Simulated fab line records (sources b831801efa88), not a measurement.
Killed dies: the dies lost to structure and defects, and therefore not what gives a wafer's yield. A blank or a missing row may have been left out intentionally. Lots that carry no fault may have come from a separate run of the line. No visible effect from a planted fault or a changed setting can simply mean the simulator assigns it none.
Comparing a struck lot with a sound one -- flow sfq-line -- 42 steps out of a route of 325
Sound: wafers L100.2, L100.3, L100.6. Struck: wafer L108.1. (L108.2, L108.6 of the same lot were not struck and are left out.) The cause comes at the end.
Order at every step that has rows: each side's tool, ch and its chambers, its first start. Under that, the readings that differ: sound wafers -- struck wafers -- difference of the means -- sigmas: that difference in standard deviations of wafers without a fault.
alike: a reading whose means differ by less than 2 such deviations, as well as words and numbers matching on both sides. not compared: withheld readings; readings where some wafer has no value; bounds like >300 that might hide an equal value; numbers whose values overlap and for which the record gives no deviation.
The two part at a step that has a row with sigmas, a row that says differs or no value, or rows on one side only. Non-overlapping numbers with no deviation appear without sigmas and do not part them. Lack of a reading on every wafer of one side parts them only where that side has two or more wafers.

first, 6 steps without rows for these wafers: SFQ_TRILAYER_M3_LITHO_COAT_080 (resist thk 62 nm); SFQ_TRILAYER_M3_LITHO_COAT_075 (resist thk 600 nm); SFQ_TRILAYER_M3_LITHO_SOFTBAKE_079; SFQ_TRILAYER_M3_LITHO_EXPOSE_076 (exposes mask M3, target cd 500 nm); SFQ_TRILAYER_M3_LITHO_PEB_078 (peb time 60 s); SFQ_TRILAYER_M3_LITHO_DEVELOP_077 (time 60 s).
SFQ_M3_OVL_MEAS_921:
  sound: overlay-02 at day 42 07:53; struck: overlay-02 at day 43 04:40
  alike: M3_OVL
then, 5 steps without rows for these wafers: SFQ_TRILAYER_M3_BARC_OPEN_METAL_ETCH_100 (etches BARC in O2, target depth 125 nm, time 41.7 s); SFQ_TRILAYER_M3_ETCH_METAL_ETCH_078 (etches Nb in Cl2/Ar, stops on SiO2, target depth 240 nm, time 120 s); SFQ_TRILAYER_M3_STRIP_STRIP_079 (strips in O2); SFQ_TRILAYER_M3_STRIP_SOLV_CLEAN_080 (cleans in NMP, time 600 s); SFQ_TRILAYER_I3_DEP_PECVD_081 (deposits SiO2 from SiH4/N2O, time 111.11 s, target thk 500 nm).
-- the record jumps here: 2 days lie between the struck wafers' starts before and after --
SFQ_TRILAYER_I3_CMP_CMP_082: polishes SiO2.
  sound on cmp-01 ch 0,2,3, day 44 23:08; struck on cmp-01 ch 3, day 45 14:08
reading,sound,struck,difference,sigmas
slurry-filter-dp-kPa (kPa),13.45 13.46 13.54,13.75,+0.27,+2
time-to-endpoint-s (s),210 208 208,174,-35,-4
model.SiO2_of_TRILAYER_I3_DEP_PECVD_081.thk-nm (nm),201.6 199.2 199,248.9,+49.0,
  alike: motor-current-A
SFQ_I3_BOW_MEAS_922:
  sound: film-metro-04 at day 45 01:09; struck: film-metro-02 at day 45 16:08
  alike: I3_BOW
SFQ_TRILAYER_I3_METRO_MEASURE_083:
  sound: film-metro-04 at day 45 01:27; struck: film-metro-02 at day 45 16:15
reading,sound,struck,difference,sigmas
thk-nm (nm),201.5 199.2 199.0,249.0,+49.1,+41
then, 6 steps without rows for these wafers: SFQ_TRILAYER_I3_VIA_LITHO_COAT_090 (resist thk 62 nm); SFQ_TRILAYER_I3_VIA_LITHO_COAT_085 (resist thk 650 nm); SFQ_TRILAYER_I3_VIA_LITHO_SOFTBAKE_089; SFQ_TRILAYER_I3_VIA_LITHO_EXPOSE_086 (exposes mask I3, target cd 500 nm); SFQ_TRILAYER_I3_VIA_LITHO_PEB_088 (peb time 60 s); SFQ_TRILAYER_I3_VIA_LITHO_DEVELOP_087 (time 60 s).
-- the record jumps here: 5 days lie between the struck wafers' starts before and after --
SFQ_I3_OVL_MEAS_923:
  sound: overlay-02 at day 49 18:51; struck: overlay-01 at day 50 16:41
  alike: I3_OVL
SFQ_TRILAYER_I3_VIA_BARC_OPEN_VIA_ETCH_121: etches BARC in O2, target depth 125 nm, time 41.7 s.
  sound on rie-diel-02 ch 0,3, day 49 18:53; struck on rie-diel-04 ch 3, day 50 16:44
  alike: drypump-motor-current-A, oes-product-au
  not compared: rf-hours-counter-h
SFQ_TRILAYER_I3_VIA_ETCH_VIA_ETCH_088: etches SiO2 in CHF3, stops on Nb, target depth 260 nm.
  sound on rie-diel-02 ch 0,3, day 49 18:55; struck on rie-diel-04 ch 3, day 50 16:46
reading,sound,struck,difference,sigmas
oes-product-au (a.u.),0.852 0.853 0.855,0.979,+0.126,+23
model.I3.feature-depth-nm (nm),201.6 199.2 199,248.9,+49.0,
model.etch.depth-nm (nm),201.6 199.2 199,248.9,+49.0,
  alike: drypump-motor-current-A
then, 2 steps without rows for these wafers: SFQ_TRILAYER_I3_VIA_STRIP_STRIP_089 (strips in O2); SFQ_TRILAYER_I3_VIA_STRIP_SOLV_CLEAN_090 (cleans in NMP, time 600 s).
SFQ_TRILAYER_M4_DEP_PRE_CLEAN_092: time 22.5 s.
  sound: pvd-sputter-04 at day 49 19:49; struck: pvd-sputter-04 at day 50 17:40
reading,sound,struck,difference,sigmas
model.SiO2_of_TRILAYER_I3_DEP_PECVD_081.thk-nm (nm),194.1 191.7 191.5,241.4,+49.0,
SFQ_TRILAYER_M4_DEP_SPUTTER_091: material Nb, target thk 200 nm, time 133.3 s.
  sound: pvd-sputter-04 at day 49 19:50; struck: pvd-sputter-04 at day 50 17:41
  alike: cathode-dc-power-W, throttle-valve-pct
SFQ_M4_RS_MEAS_924: measurement is done with a four-point probe.
  sound: film-metro-03 at day 49 19:57; struck: film-metro-03 at day 50 17:47
  alike: M4_NB_RS
then, 6 steps without rows for these wafers: SFQ_TRILAYER_M4_LITHO_COAT_098 (resist thk 62 nm); SFQ_TRILAYER_M4_LITHO_COAT_093 (resist thk 600 nm); SFQ_TRILAYER_M4_LITHO_SOFTBAKE_097; SFQ_TRILAYER_M4_LITHO_EXPOSE_094 (exposes mask M4, target cd 500 nm); SFQ_TRILAYER_M4_LITHO_PEB_096 (peb time 60 s); SFQ_TRILAYER_M4_LITHO_DEVELOP_095 (time 60 s).
-- the record jumps here: 5 days lie between the struck wafers' starts before and after --
SFQ_M4_OVL_MEAS_926:
  sound: overlay-02 at day 54 06:52; struck: overlay-01 at day 55 10:00
  alike: M4_OVL
then, 1 step without rows for these wafers: SFQ_TRILAYER_M4_BARC_OPEN_METAL_ETCH_123 (etches BARC in O2, target depth 125 nm, time 41.7 s).
SFQ_TRILAYER_M4_ETCH_METAL_ETCH_096: etches Nb in Cl2/Ar, stops on SiO2, target depth 240 nm, time 120 s.
  sound on rie-metal-04 ch 0,1, day 54 06:57; struck on rie-metal-03 ch 0, day 55 10:10
  alike: drypump-motor-current-A, oes-product-au
  not compared: rf-hours-counter-h
SFQ_TRILAYER_M4_STRIP_STRIP_097: strips in O2.
  sound on rie-metal-04 ch 0,1, day 54 07:05; struck on rie-metal-03 ch 0, day 55 10:25
  alike: drypump-motor-current-A, oes-product-au
  not compared: rf-hours-counter-h
then, 1 step without rows for these wafers: SFQ_TRILAYER_M4_STRIP_SOLV_CLEAN_098 (cleans in NMP, time 600 s).
SFQ_TRILAYER_I4_DEP_PECVD_099: deposits SiO2 from SiH4/N2O, time 111.11 s, target thk 500 nm.
  sound on pecvd-01 ch 0,1, day 54 07:51; struck on pecvd-01 ch 2, day 55 11:48
  alike: heater-power-w, throttle-valve-pct
-- the record jumps here: 34 days lie between the struck wafers' starts before and after --
SFQ_M8_BOW_MEAS_951:
  sound: film-metro-03 at day 83 21:10; struck: film-metro-01 at day 89 10:13
reading,sound,struck,difference,sigmas
model.etest.i3.link-ohm,1.963 1.954 1.952,1.999,+0.043,
  alike: M8_BOW

WHERE THEY PART
First at SFQ_TRILAYER_I3_CMP_CMP_082; last, within this record, at SFQ_TRILAYER_I3_VIA_ETCH_VIA_ETCH_088. Later steps at which nothing parts them and some readings are alike: SFQ_TRILAYER_M4_DEP_SPUTTER_091, SFQ_M4_RS_MEAS_924, SFQ_M4_OVL_MEAS_926, SFQ_TRILAYER_M4_ETCH_METAL_ETCH_096, SFQ_TRILAYER_M4_STRIP_STRIP_097, SFQ_TRILAYER_I4_DEP_PECVD_099, SFQ_M8_BOW_MEAS_951.

WHY: what the simulator had put in
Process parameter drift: cmp-01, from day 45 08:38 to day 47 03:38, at SFQ_TRILAYER_I3_CMP_CMP_082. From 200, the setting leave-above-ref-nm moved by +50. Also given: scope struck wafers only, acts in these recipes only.
